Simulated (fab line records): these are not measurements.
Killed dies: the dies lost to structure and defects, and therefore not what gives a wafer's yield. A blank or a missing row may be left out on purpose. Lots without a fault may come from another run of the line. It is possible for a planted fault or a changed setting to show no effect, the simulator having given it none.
2 desks looking at one fault -- flow sky130 -- only its own numbers are on each desk; what lay behind them is given at the end

FOR THE TOOL OWNER'S DESK: implanter-02
The tool's own readings at SKY_LDD_HVP_IMPLANT_08: means of the sampled wafers that have a number, for each lot that ran on this tool. A lot is out of limits, marked OUT, if its mean lies more than 4 standard deviations from the usual mean; the brackets give that distance.
Columns: A = beam-energy-keV at SKY_LDD_HVP_IMPLANT_08, usual 20.000; B = end-station-pressure-torr at SKY_LDD_HVP_IMPLANT_08, usual 5.1e-06 Torr
lot,first seen here,A,B
L810,day 21 21:23,19.998,4.9e-06
L814,day 23 07:08,16.795 (-99 or more) OUT,5.1e-06
L815,day 24 00:35,16.797 (-99 or more) OUT,5.1e-06
Finding of this desk: L814, L815 out of limits; the first was L814 at day 23 07:08, on beam-energy-keV at SKY_LDD_HVP_IMPLANT_08. L810: within limits.

METROLOGY DESK
Means of the sampled wafers that have a number, per lot and without regard to the tool the lot ran on: this is what the gauges read. A lot is out of limits, marked OUT, if its mean lies more than 4 standard deviations from the usual mean; the brackets give that distance.
Columns: A = LDD_HVN_OVL at SKY_LDD_HVN_OVL_MEAS_07, usual 1.2 nm; B = LDD_HVN_TW at SKY_LDD_HVN_TW_MEAS_10, usual 1438; C = LDD_HVP_OVL at SKY_LDD_HVP_OVL_MEAS_07, usual 0.4 nm
lot,first seen here,A,B,C
L810,day 20 14:34,-0.1,1443,1.2
L814,day 22 00:56,2.1,1423,-0.7
L815,day 22 18:23,-1.8,1435,0.1
L823,day 25 17:52,0.9,1472,1.2
L830,day 27 18:11,2.7,1421,0.7
L831,day 27 23:31,2.8,1425,0.3
This desk found nothing out of limits on any of the 6 lots.

PUT TOGETHER
An alarm could have come from the tool owner's desk at day 23 07:08, on L814, L815.
From the metrology desk's view, nothing was out of limits.
The metrology desk holds a record of L814, L815, inside its limits.
The lots listed all ran SKY_LDD_HVP_IMPLANT_08 on implanter-02.

WHAT THE SIMULATOR HAD INSERTED
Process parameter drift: implanter-02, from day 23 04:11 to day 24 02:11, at SKY_LDD_HVP_IMPLANT_08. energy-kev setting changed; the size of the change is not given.
Shown lots that were struck: L814, L815.
Each desk's first reading out of limits, in hours after the fault started: the tool owner's desk, 3.
